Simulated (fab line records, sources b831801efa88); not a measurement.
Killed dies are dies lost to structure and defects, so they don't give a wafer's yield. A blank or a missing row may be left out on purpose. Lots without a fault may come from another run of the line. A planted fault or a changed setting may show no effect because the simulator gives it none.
A struck lot beside a sound one | flow sky130 | 33 steps out of a route of 708
Sound: wafers L281.2, L281.3, L281.5. Struck: wafers L290.2, L290.4, L290.5. The cause comes at the end.
At each step with rows: each side's tool, then ch and its chambers, then its first start. Under that, the readings that differ: sound wafers | struck wafers | difference of the means | sigmas: that difference in standard deviations of wafers without a fault.
alike: readings whose means differ by less than 2 such deviations, and words and numbers that are the same on both sides. not compared: withheld readings, readings that some wafer has no value for, bounds like >300 that may hide the same value, and numbers for which the record gives no deviation and whose values overlap.
The two part at a step that has a row with sigmas, a row that says differs or no value, or rows on one side only. Numbers that don't overlap but have no deviation are shown without sigmas and don't part them. A reading that every wafer of one side lacks parts them only if that side has two wafers or more.

first, 9 steps without rows for these wafers: SKY_SONOS_TUNNEL_COAT_02 (resist thk 1140 nm); SKY_SONOS_TUNNEL_SOFTBAKE_03 (time 60 s); SKY_SONOS_TUNNEL_EXPOSE_04 (exposes mask TUNM, target cd 410 nm); SKY_SONOS_TUNNEL_PEB_05; SKY_SONOS_TUNNEL_DEVELOP_06 (develop time 60 s); SKY_SONOS_TUNNEL_IMPLANT_09; SKY_SONOS_TUNNEL_WET_ETCH_10 (etches SiO2 in dHF, target depth 14 nm, time 280 s); SKY_SONOS_TUNNEL_STRIP_11 (strips in SPM, time 600 s); SKY_SONOS_TUNNEL_CLEAN_13 (cleans in dHF, time 20 s).
SKY_SONOS_ONO_OXIDATION_00: stabilise 600 s, purge 300 s, target thk 2.6 nm.
  sound on furnace-02 ch 0, day 11 07:47; struck on furnace-01 ch 0, day 14 06:02
  alike: spike_tc_lower_C, zone_power_bottom_pct, zone_power_centre_pct, zone_power_lower_pct, zone_power_upper_pct
then, 22 steps without rows for these wafers: SKY_SONOS_ONO_CVD_02 (deposits Si3N4 from DCS/NH3, target thk 10.5 nm, time 180 s); SKY_SONOS_ONO_CVD_04 (deposits SiO2 from SiH4/N2O, target thk 5.7199 nm); SKY_SONOS_ONO_DEHYDRATE_06 (time 60 s); SKY_SONOS_ONO_HMDS_07 (prime time 60 s); SKY_SONOS_ONO_COAT_08 (resist thk 1140 nm); SKY_SONOS_ONO_SOFTBAKE_09 (time 60 s); SKY_SONOS_ONO_EXPOSE_10 (exposes mask ONOM, target cd 410 nm); SKY_SONOS_ONO_PEB_11; SKY_SONOS_ONO_DEVELOP_12 (develop time 60 s); SKY_SONOS_ONO_ETCH_15 (etches the open film in CHF3/O2, target depth 19.52 nm, time 7.8 s); SKY_SONOS_ONO_WET_ETCH_16 (etches SiO2 in dHF, target depth 14 nm, time 280 s); SKY_SONOS_ONO_STRIP_17 (strips in O2/N2); SKY_SONOS_ONO_WET_ETCH_18 (etches Si3N4 in H3PO4, target depth 15 nm, time 172 s); SKY_GATE_OXIDE_CLEAN_00 (cleans in SC1/SC2, time 150 s); SKY_GATE_OXIDE_OXIDATION_01 (stabilise 600 s, purge 300 s, target thk 10.268 nm); SKY_GATE_OXIDE_DEHYDRATE_03 (time 60 s); SKY_GATE_OXIDE_HMDS_04 (prime time 60 s); SKY_GATE_OXIDE_COAT_05 (resist thk 1140 nm); SKY_GATE_OXIDE_SOFTBAKE_06 (time 60 s); SKY_GATE_OXIDE_EXPOSE_07 (exposes mask LVOM, target cd 600 nm); SKY_GATE_OXIDE_PEB_08; SKY_GATE_OXIDE_DEVELOP_09 (develop time 60 s).
-- the record jumps here: 34 days lie between the struck wafers' starts before and after (it left off in module GATE_OXIDE and takes up again in module PAD_OPEN, whose first step shown is number 708 of the route) --
SKY_PAD_OPEN_PROBE_99:
  sound on prober-01, day 45 14:41; struck on prober-01, day 48 04:04
  reading             | sound    | struck                                                                     | difference                   | sigmas
  hold                | - - -    | await_dispo/4.7h/release await_dispo/4.7h/release await_dispo/4.7h/release | no value on the sound wafers |
  killed_at_front_end | 21 15 13 | 118 106 105                                                                | +93                          | +23
  killed_dies         | 85 87 76 | 174 154 158                                                                | +79                          | +9
  killed_on_rim       | 17 22 15 | 35 27 34                                                                   | +14                          | +4
  killed_short        | 42 43 32 | 26 19 29                                                                   | -14                          | -2
  alike: killed_at_M0_to_M3, killed_at_M4_up, killed_at_contacts, killed_at_other, killed_open

WHERE THEY PART
Only at SKY_PAD_OPEN_PROBE_99, within this record.

WHY: what the simulator had put in
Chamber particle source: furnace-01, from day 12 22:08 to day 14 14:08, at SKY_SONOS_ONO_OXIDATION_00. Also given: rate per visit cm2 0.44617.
